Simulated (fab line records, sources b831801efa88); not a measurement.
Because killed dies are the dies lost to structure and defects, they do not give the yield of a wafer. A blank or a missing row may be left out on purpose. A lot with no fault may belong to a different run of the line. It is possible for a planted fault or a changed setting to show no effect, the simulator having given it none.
fab line records + flow sfqLine
[record]
- lots = 6
- wafers = 16
- lastDay = 95
route steps=325 shown M0@42 I0@43 M1@58
lots that met no fault: taken from a fault-free run of the same line
startH: hours from the record's opening day to when the first of the lot's shown wafers began + waitH: hours since the lot's step before + " the same as in the row above + L1.1+2: a row that stands for several wafers + - no value, or no start given + * or withheld: withheld + < > ~ a bound
route shown NAME@n: NAME is a module with steps in the file, n the number in the route of the first one + usual: the fault-free wafers' mean and standard deviation + same: alike in all rows + chamber/n: place in a boat + sites: the reading at each site + _std_site: the standard deviation of these + _edge_site: outer sites' mean less inner sites' + radiusMm: for every site, how far away it sits from the centre of the wafer + mask NAME#n: copy n + behind: the last tool/chamber to shape the wafer + hold: why the lot was held/for how many hours/how that ended + device: which transistor (n, p or np) failed to switch + end of line: tests of these same wafers at the route's end + step lacking rows: just its recipe + killed: dies lost to structure and defects at the first sort, not the wafer's yield + map: dies across one wafer; x = killed, . = not, _ = none there
set.NAME: setting as actually run; set.NAME@STEP: the setting as run at that earlier step + model.NAME: the simulator's own value behind a step, which no gauge read
a table for each step, a row for each wafer; lots at some steps of the route
services: from which hour (startH, from the record's first day; less than 0 if before it) a tool's chamber was out of use, for how many hours, and why
[[steps]]
[step SFQ_TRILAYER_M0_STRIP_SOLV_CLEAN_026]
[recipe]
- chemistry = NMP
- tempC = 70
- timeS = 600
[step SFQ_TRILAYER_I0_DEP_PECVD_027]
[recipe]
- material = SiO2
- tempC = 150
- timeS = 111.11
- pressureTorr = 2.4
- rfW = 183.3
- precursor = SiH4/N2O
- targetThkNm = 500
[usual]
- heaterPowerW = 90/9
- showerheadVppV = 818/51
- throttleValvePct = 24.5/0.96
| lot.wafer | tool     | chamber | startH | waitH | heaterPowerW | showerheadVppV | throttleValvePct |
|-----------|----------|---------|--------|-------|--------------|----------------|------------------|
| L944.2    | pecvd-01 | 1       | 265.25 | 0.0   | 103          | 757            | 23.5             |
| L944.3    | "        | 0       | "      | "     | 80           | 917            | 23.7             |
| L944.5    | "        | 1       | "      | "     | 85           | 764            | 23.6             |
| L951.1    | pecvd-01 | 0       | 346.98 | 0.0   | 83           | 910            | 23.5             |
| L951.3    | "        | 1       | "      | "     | 98           | 753            | 24.0             |
| L951.4    | "        | 0       | "      | "     | 82           | 917            | 23.6             |
| L961.2    | pecvd-04 | 2       | 424.91 | 0.0   | 95           | 798            | 25.7             |
| L961.3    | "        | 0       | "      | "     | 93           | 777            | 24.1             |
| L963.2    | pecvd-01 | 2       | 457.31 | 0.0   | 97           | 841            | 23.0             |
| L963.4    | "        | 2       | "      | "     | 101          | 831            | 23.2             |
| L965.4    | pecvd-04 | 1       | 478.20 | 0.0   | 82           | 775            | 25.5             |
| L965.5    | "        | 0       | "      | "     | 91           | 767            | 23.9             |
| L965.6    | "        | 2       | "      | "     | 90           | 801            | 25.7             |
| L966.1    | pecvd-01 | 1       | 486.56 | 0.0   | 87           | 765            | 24.5             |
| L966.3    | "        | 2       | "      | "     | 106          | 843            | 23.4             |
| L966.6    | "        | 0       | "      | "     | 81           | 922            | 23.7             |
[step SFQ_TRILAYER_I0_CMP_CMP_028]
[recipe]
- material = SiO2
- downForcePsi = 3
- platenRpm = 60
- padVelocityMS = 0.94248
[usual]
- motorCurrentA = 10.2/0.84
- slurryFlowMlMin = 150.0/0.43
- timeToEndpointS = 217/7.9
| lot.wafer | tool   | chamber | startH | waitH | motorCurrentA | slurryFlowMlMin | timeToEndpointS |
|-----------|--------|---------|--------|-------|---------------|-----------------|-----------------|
| L944.3    | cmp-01 | 2       | 265.83 | 0.5   | 9.8           | 148.6           | 215             |
| L944.2    | "      | 0       | 266.83 | 1.5   | 10.9          | 150.0           | 216             |
| L944.5    | "      | 2       | 267.83 | 2.5   | 9.6           | 149.8           | 224             |
| L951.4    | cmp-02 | 3       | 353.25 | 6.2   | 10.3          | 150.5           | 219             |
| L951.3    | "      | 0       | "      | "     | 8.5           | 150.5           | 221             |
| L951.1    | "      | 1       | "      | "     | 10.7          | 149.7           | 225             |
| L961.2    | cmp-02 | 3       | 424.99 | 0.0   | 10.1          | 149.7           | 201             |
| L961.3    | "      | 0       | "      | "     | 8.3           | 150.8           | 208             |
| L963.2    | cmp-02 | 0       | 458.99 | 1.6   | 8.3           | 149.6           | 217             |
| L963.4    | "      | 2       | 459.99 | 2.6   | 11.4          | 150.3           | 197             |
| L965.4    | cmp-01 | 2       | 478.24 | 0.0   | 9.9           | 150.1           | 214             |
| L965.5    | "      | 2       | 480.24 | 2.0   | 9.4           | 150.1           | 218             |
| L965.6    | "      | 3       | "      | "     | 10.1          | 150.0           | 220             |
| L966.3    | cmp-02 | 0       | 489.91 | 3.3   | 8.4           | 150.3           | 223             |
| L966.1    | "      | 2       | 490.91 | 4.3   | 10.9          | 150.2           | 201             |
| L966.6    | "      | 0       | 491.91 | 5.3   | 8.5           | 149.7           | 228             |
[step SFQ_I0_BOW_MEAS_907]
[recipe]
- mode = bow
[usual]
- I0_BOW = 0/6.7
| lot.wafer | tool         | chamber | startH | waitH | I0_BOW[um] |
|-----------|--------------|---------|--------|-------|------------|
| L944.2    | filmMetro-01 | -       | 268.35 | 1.0   | -8         |
| L944.3    | "            | -       | "      | "     | 10         |
| L944.5    | "            | -       | "      | "     | -9         |
| L951.1    | filmMetro-01 | -       | 355.75 | 1.0   | 1          |
| L951.3    | "            | -       | "      | "     | 9          |
| L951.4    | "            | -       | "      | "     | 4          |
| L961.2    | filmMetro-01 | -       | 428.01 | 2.5   | 8          |
| L961.3    | "            | -       | "      | "     | -5         |
| L963.2    | filmMetro-04 | -       | 462.01 | 2.5   | 2          |
| L963.4    | "            | -       | "      | "     | -2         |
| L965.4    | filmMetro-02 | -       | 481.30 | 2.6   | 0          |
| L965.5    | "            | -       | "      | "     | 2          |
| L965.6    | "            | -       | "      | "     | -5         |
| L966.1    | filmMetro-02 | -       | 492.91 | 1.5   | 6          |
| L966.3    | "            | -       | "      | "     | 5          |
| L966.6    | "            | -       | "      | "     | -7         |
[step SFQ_TRILAYER_I0_METRO_MEASURE_029]
[usual]
- thkNm = 200.1/1.3
| lot.wafer | tool         | chamber | startH | waitH | thkNm |
|-----------|--------------|---------|--------|-------|-------|
| L944.2    | filmMetro-01 | -       | 268.65 | 0.3   | 200.9 |
| L944.3    | "            | -       | "      | "     | 199.3 |
| L944.5    | "            | -       | "      | "     | 199.8 |
| L951.1    | filmMetro-01 | -       | 355.87 | 0.1   | 201.1 |
| L951.3    | "            | -       | "      | "     | 199.7 |
| L951.4    | "            | -       | "      | "     | 199.5 |
| L961.2    | filmMetro-01 | -       | 428.31 | 0.3   | 199.9 |
| L961.3    | "            | -       | "      | "     | 199.8 |
| L963.2    | filmMetro-04 | -       | 462.31 | 0.3   | 198.5 |
| L963.4    | "            | -       | "      | "     | 198.3 |
| L965.4    | filmMetro-02 | -       | 481.96 | 0.6   | 200.9 |
| L965.5    | "            | -       | "      | "     | 200.9 |
| L965.6    | "            | -       | "      | "     | 201.6 |
| L966.1    | filmMetro-02 | -       | 493.03 | 0.1   | 198.1 |
| L966.3    | "            | -       | "      | "     | 201.6 |
| L966.6    | "            | -       | "      | "     | 199.3 |
[step SFQ_TRILAYER_I0_VIA_LITHO_COAT_036]
[recipe]
- resist = BARC
- spinRpm = 3000
- resistThkNm = 62
[step SFQ_TRILAYER_I0_VIA_LITHO_COAT_031]
[recipe]
- resist = KrF
- spinRpm = 3000
- resistThkNm = 650
[step SFQ_TRILAYER_I0_VIA_LITHO_SOFTBAKE_035]
[recipe]
- tempC = withheld
- timeS = withheld
- resist = KrF
[step SFQ_TRILAYER_I0_VIA_LITHO_EXPOSE_032]
[recipe]
- maskId = I0
- na = 0.6
- sourceShape = conventional
- sigmaOuter = 0.65
- targetCdNm = 500
- doseMj = 21.3
[step SFQ_TRILAYER_I0_VIA_LITHO_PEB_034]
[recipe]
- pebTempC = 115
- pebTimeS = 60
- resist = KrF
[step SFQ_TRILAYER_I0_VIA_LITHO_DEVELOP_033]
[recipe]
- timeS = 60
- resist = KrF
[step SFQ_I0_OVL_MEAS_908]
[usual]
- I0_OVL = 0/5
| lot.wafer | tool       | chamber | startH | waitH | I0_OVL[nm] |
|-----------|------------|---------|--------|-------|------------|
| L944.2    | overlay-01 | -       | 398.60 | 0.1   | -4         |
| L944.3    | "          | -       | "      | "     | -4         |
| L944.5    | "          | -       | "      | "     | -3         |
| L951.1    | overlay-02 | -       | 496.37 | 0.1   | 2          |
| L951.3    | "          | -       | "      | "     | 1          |
| L951.4    | "          | -       | "      | "     | 5          |
| L961.2    | overlay-02 | -       | 590.72 | 0.1   | 4          |
| L961.3    | "          | -       | "      | "     | 0          |
| L963.2    | overlay-02 | -       | 620.72 | 0.1   | 5          |
| L963.4    | "          | -       | "      | "     | 6          |
| L965.4    | overlay-01 | -       | 639.93 | 0.1   | -4         |
| L965.5    | "          | -       | "      | "     | 2          |
| L965.6    | "          | -       | "      | "     | 0          |
| L966.1    | overlay-02 | -       | 650.83 | 0.1   | 2          |
| L966.3    | "          | -       | "      | "     | 0          |
| L966.6    | "          | -       | "      | "     | 2          |
[step SFQ_TRILAYER_I0_VIA_BARC_OPEN_VIA_ETCH_046]
[recipe]
- maskMaterial = PR
- chemistry = O2
- targetDepthNm = 125
- target = BARC
- sourceW = 500
- biasW = 80
- pressureMtorr = 30
- timeS = 41.7
[usual]
- drypumpMotorCurrentA = 5.5/0.37
- oesProductAu = 0.685/0.0048
| lot.wafer | tool       | chamber | startH | waitH | drypumpMotorCurrentA | oesProductAu | rfHoursCounterH | model.KrF_of_TRILAYER_I0_VIA_LITHO_COAT_031.thkNm |
|-----------|------------|---------|--------|-------|----------------------|--------------|-----------------|---------------------------------------------------|
| L944.2    | rieDiel-01 | 3       | 398.63 | 0.0   | 5.6                  | 0.684        | 59              | 573.8                                             |
| L944.3    | "          | 1       | "      | "     | 5.3                  | 0.681        | 102             | 575.1                                             |
| L944.5    | "          | 0       | "      | "     | 5.6                  | 0.683        | -               | 572.8                                             |
| L951.1    | rieDiel-04 | 1       | 496.40 | 0.0   | 5.9                  | 0.685        | 9               | 571.6                                             |
| L951.3    | "          | 0       | "      | "     | 5.0                  | 0.687        | 66              | 572                                               |
| L951.4    | "          | 2       | "      | "     | 4.9                  | 0.687        | 6               | 572.4                                             |
| L961.2    | rieDiel-04 | 1       | 590.75 | 0.0   | 5.9                  | 0.678        | 11              | 573.4                                             |
| L961.3    | "          | 3       | "      | "     | 5.5                  | 0.681        | 17              | 578.5                                             |
| L963.2    | rieDiel-04 | 1       | 620.75 | 0.0   | 5.9                  | 0.680        | 11              | 574.4                                             |
| L963.4    | "          | 2       | "      | "     | 4.9                  | 0.686        | 8               | 576                                               |
| L965.4    | rieDiel-01 | 3       | 639.97 | 0.0   | 5.6                  | 0.693        | -               | 579.2                                             |
| L965.5    | "          | 1       | "      | "     | 5.3                  | 0.683        | -               | 577.3                                             |
| L965.6    | "          | 0       | "      | "     | 5.6                  | 0.687        | -               | 577.9                                             |
| L966.1    | rieDiel-01 | 1       | 650.87 | 0.0   | 5.3                  | 0.691        | 2               | 575.1                                             |
| L966.3    | "          | 3       | "      | "     | 5.6                  | 0.684        | 63              | 576.4                                             |
| L966.6    | "          | 1       | "      | "     | 5.3                  | 0.688        | -               | 574.8                                             |
[step SFQ_TRILAYER_I0_VIA_ETCH_VIA_ETCH_034]
[recipe]
- target = SiO2
- stopOn = Nb
- maskMaterial = PR
- taperDeg = 20
- chemistry = CHF3
- targetDepthNm = 260
- sourceW = 500
- biasW = 80
- pressureMtorr = 30
- timeS = withheld
[usual]
- drypumpMotorCurrentA = 5.5/0.37
- oesProductAu = 0.855/0.0055
| lot.wafer | tool       | chamber | startH | waitH | drypumpMotorCurrentA | oesProductAu | model.KrF_of_TRILAYER_I0_VIA_LITHO_COAT_031.thkNm |
|-----------|------------|---------|--------|-------|----------------------|--------------|---------------------------------------------------|
| L944.2    | rieDiel-01 | 3       | 398.67 | 0.0   | 5.6                  | 0.852        | 531                                               |
| L944.3    | "          | 1       | "      | "     | 5.4                  | 0.854        | 531.6                                             |
| L944.5    | "          | 0       | "      | "     | 5.6                  | 0.842        | 528.2                                             |
| L951.1    | rieDiel-04 | 1       | 496.44 | 0.0   | 5.9                  | 0.846        | 526.1                                             |
| L951.3    | "          | 0       | "      | "     | 5.0                  | 0.852        | 526.8                                             |
| L951.4    | "          | 2       | "      | "     | 4.9                  | 0.851        | 527.9                                             |
| L961.2    | rieDiel-04 | 1       | 590.79 | 0.0   | 5.9                  | 0.851        | 527.6                                             |
| L961.3    | "          | 3       | "      | "     | 5.4                  | 0.852        | 534                                               |
| L963.2    | rieDiel-04 | 1       | 620.79 | 0.0   | 5.9                  | 0.849        | 529.1                                             |
| L963.4    | "          | 2       | "      | "     | 4.9                  | 0.844        | 530.9                                             |
| L965.4    | rieDiel-01 | 3       | 640.04 | 0.1   | 5.6                  | 0.848        | 535.4                                             |
| L965.5    | "          | 1       | "      | "     | 5.4                  | 0.863        | 532.8                                             |
| L965.6    | "          | 0       | "      | "     | 5.6                  | 0.853        | 532.6                                             |
| L966.1    | rieDiel-01 | 1       | 650.91 | 0.0   | 5.4                  | 0.844        | 530.6                                             |
| L966.3    | "          | 3       | "      | "     | 5.6                  | 0.850        | 532                                               |
| L966.6    | "          | 1       | "      | "     | 5.4                  | 0.861        | 530.4                                             |
[step SFQ_TRILAYER_I0_VIA_STRIP_STRIP_035]
[recipe]
- gas = O2
- powerW = 200
- platenTempC = 40
- overashFraction = 0.65
- chemistry = O2
- pressureMtorr = 50
[usual]
- drypumpMotorCurrentA = 5.42/0.18
- oesProductAu = 1.006/0.0099
| lot.wafer | tool        | chamber | startH | waitH | drypumpMotorCurrentA | oesProductAu | rfHoursCounterH |
|-----------|-------------|---------|--------|-------|----------------------|--------------|-----------------|
| L944.2    | rieMetal-01 | 1       | 398.78 | -     | 5.38                 | 1.019        | 128             |
| L944.3    | "           | 1       | "      | "     | 5.37                 | 1.016        | -               |
| L944.5    | "           | 1       | "      | "     | 5.37                 | 1.025        | -               |
| L951.1    | rieMetal-04 | 0       | 496.56 | -     | 5.27                 | 1.010        | 8               |
| L951.3    | "           | 0       | "      | "     | 5.29                 | 1.006        | -               |
| L951.4    | "           | 1       | "      | "     | 5.16                 | 1.012        | -               |
| L961.2    | rieMetal-04 | 0       | 590.90 | -     | 5.27                 | 0.994        | 17              |
| L961.3    | "           | 0       | "      | "     | 5.25                 | 0.999        | -               |
| L963.2    | rieMetal-03 | 1       | 621.10 | -     | 5.78                 | 1.014        | -               |
| L963.4    | "           | 1       | "      | "     | 5.76                 | 1.006        | -               |
| L965.4    | rieMetal-01 | 0       | 640.30 | -     | 5.39                 | 0.994        | -               |
| L965.5    | "           | 0       | "      | "     | 5.40                 | 1.003        | -               |
| L965.6    | "           | 1       | "      | "     | 5.37                 | 1.013        | -               |
| L966.1    | rieMetal-01 | 0       | 651.02 | -     | 5.38                 | 1.001        | 87              |
| L966.3    | "           | 0       | "      | "     | 5.39                 | 1.002        | -               |
| L966.6    | "           | 1       | "      | "     | 5.36                 | 1.003        | -               |
[step SFQ_TRILAYER_I0_VIA_STRIP_SOLV_CLEAN_036]
[recipe]
- chemistry = NMP
- tempC = 70
- timeS = 600
[step SFQ_TRILAYER_M1_DEP_PRE_CLEAN_038]
[recipe]
- gas = Ar
- timeS = 22.5
- biasV = 250
[step SFQ_TRILAYER_M1_DEP_SPUTTER_037]
[recipe]
- material = Nb
- basePressurePa = 1.33e-06
- chamberPressurePa = 0.1333
- substrateTempC = 20
- resputterCathodeVoltageV = 400
- targetThkNm = 200
- powerW = 2000
- timeS = 133.3
[usual]
- throttleValvePct = 30.3/1
| lot.wafer | tool          | chamber | startH | waitH | throttleValvePct |
|-----------|---------------|---------|--------|-------|------------------|
| L944.2    | pvdSputter-05 | -       | 399.60 | 0.0   | 31.4             |
| L944.3    | "             | -       | "      | "     | 30.7             |
| L944.5    | "             | -       | "      | "     | 31.9             |
| L951.1    | pvdSputter-04 | -       | 497.36 | 0.0   | 29.8             |
| L951.3    | "             | -       | "      | "     | 29.3             |
| L951.4    | "             | -       | "      | "     | 29.3             |
| L961.2    | pvdSputter-03 | -       | 591.70 | 0.0   | 29.9             |
| L961.3    | "             | -       | "      | "     | 31.0             |
| L963.2    | pvdSputter-03 | -       | 622.30 | 0.0   | 29.9             |
| L963.4    | "             | -       | "      | "     | 30.9             |
| L965.4    | pvdSputter-03 | -       | 640.90 | 0.0   | 29.9             |
| L965.5    | "             | -       | "      | "     | 31.0             |
| L965.6    | "             | -       | "      | "     | 31.3             |
| L966.1    | pvdSputter-05 | -       | 651.83 | 0.0   | 31.3             |
| L966.3    | "             | -       | "      | "     | 27.9             |
| L966.6    | "             | -       | "      | "     | 31.4             |
[step SFQ_M1_RS_MEAS_909]
[recipe]
- thkMeasGauge = four-point-probe
- reads = Nb_of_TRILAYER_M1_DEP_SPUTTER_037
[usual]
- M1_NB_RS = 0.893/0.01
| lot.wafer | tool         | chamber | startH | waitH | hold                    | M1_NB_RS[ohm/sq] |
|-----------|--------------|---------|--------|-------|-------------------------|------------------|
| L944.2    | filmMetro-04 | -       | 399.71 | 0.1   | -                       | 0.912            |
| L944.3    | "            | -       | "      | "     | -                       | 0.913            |
| L944.5    | "            | -       | "      | "     | -                       | 0.910            |
| L951.1    | filmMetro-03 | -       | 497.45 | 0.0   | -                       | 0.877            |
| L951.3    | "            | -       | "      | "     | -                       | 0.881            |
| L951.4    | "            | -       | "      | "     | -                       | 0.888            |
| L961.2    | filmMetro-04 | -       | 591.81 | 0.1   | awaitDispo/0.2h/release | 0.922            |
| L961.3    | "            | -       | "      | "     | awaitDispo/0.2h/release | 0.911            |
| L961.2    | filmMetro-04 | -       | 592.10 | 0.3   | -                       | 0.924            |
| L961.3    | "            | -       | "      | "     | -                       | 0.910            |
| L963.2    | filmMetro-04 | -       | 622.41 | 0.1   | awaitDispo/0.2h/release | 0.894            |
| L963.4    | "            | -       | "      | "     | awaitDispo/0.2h/release | 0.881            |
| L963.2    | filmMetro-04 | -       | 622.70 | 0.3   | -                       | 0.891            |
| L963.4    | "            | -       | "      | "     | -                       | 0.883            |
| L965.4    | filmMetro-02 | -       | 641.05 | 0.1   | -                       | 0.880            |
| L965.5    | "            | -       | "      | "     | -                       | 0.878            |
| L965.6    | "            | -       | "      | "     | -                       | 0.875            |
| L966.1    | filmMetro-04 | -       | 651.92 | 0.0   | -                       | 0.901            |
| L966.3    | "            | -       | "      | "     | -                       | 0.903            |
| L966.6    | "            | -       | "      | "     | -                       | 0.909            |
[[services]]
| tool       | chamber | startH | hours | kind   |
|------------|---------|--------|-------|--------|
| pecvd-01   | -       | 243.21 | 0.5   | repair |
| rieDiel-01 | 3       | 246.73 | 3.2   | repair |
| rieDiel-04 | -       | 249.33 | 4.3   | pm     |
| cmp-02     | -       | 256.21 | 2.8   | repair |
| rieDiel-01 | 1       | 270.29 | 2.8   | repair |
| rieDiel-04 | -       | 292.58 | 14.6  | pm     |
| pecvd-01   | 0       | 325.36 | 6.5   | repair |
| rieDiel-01 | 0       | 327.18 | 1.9   | repair |
| rieDiel-01 | -       | 336.00 | 15.6  | pm     |
| rieDiel-01 | 3       | 364.05 | 9.3   | repair |
| rieDiel-01 | 1       | 371.87 | 3.3   | repair |
| rieDiel-01 | -       | 446.82 | 2.8   | pm     |
| rieDiel-04 | 0       | 450.61 | 1.4   | repair |
| rieDiel-01 | 0       | 451.84 | 11.4  | repair |
| rieDiel-01 | 1       | 472.72 | 20.7  | repair |
| pecvd-01   | -       | 477.98 | 2.8   | repair |
| rieDiel-04 | -       | 509.04 | 0.7   | repair |
| rieDiel-04 | 0       | 542.01 | 8.0   | repair |
| rieDiel-04 | 0       | 581.37 | 5.1   | repair |
| rieDiel-01 | -       | 591.31 | 1.8   | repair |
| rieDiel-01 | 1       | 602.64 | 10.3  | repair |
| pecvd-01   | 0       | 611.95 | 3.6   | repair |
| pecvd-01   | -       | 629.53 | 5.5   | pm     |
| pecvd-01   | -       | 638.07 | 1.3   | repair |
[[key]]
[firstSign]
- step = SFQ_M1_RS_MEAS_909
- reading = visit
- direction = added
effect none on later readings
[modelEffect]
- step = SFQ_TRILAYER_I0_VIA_BARC_OPEN_VIA_ETCH_046
- value = KrF_of_TRILAYER_I0_VIA_LITHO_COAT_031.thkNm
- without = 572.6
- struck = 577.3
[modelEffect]
- step = SFQ_TRILAYER_I0_VIA_ETCH_VIA_ETCH_034
- value = KrF_of_TRILAYER_I0_VIA_LITHO_COAT_031.thkNm
- without = 527.8
- struck = 532.4
metAt SFQ_TRILAYER_I0_VIA_BARC_OPEN_VIA_ETCH_046
struckWafers L961.3,L963.4
onsetBetween 496.40 590.75
[fault]
- kind = processParameterDrift
- tool = rieDiel-04
- chamber = -
- onsetH = 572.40
- steps = SFQ_TRILAYER_I0_VIA_BARC_OPEN_VIA_ETCH_046
- channel = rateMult
- offset = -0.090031
- shape = step
- endH = 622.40
- scope = struckWafersOnly
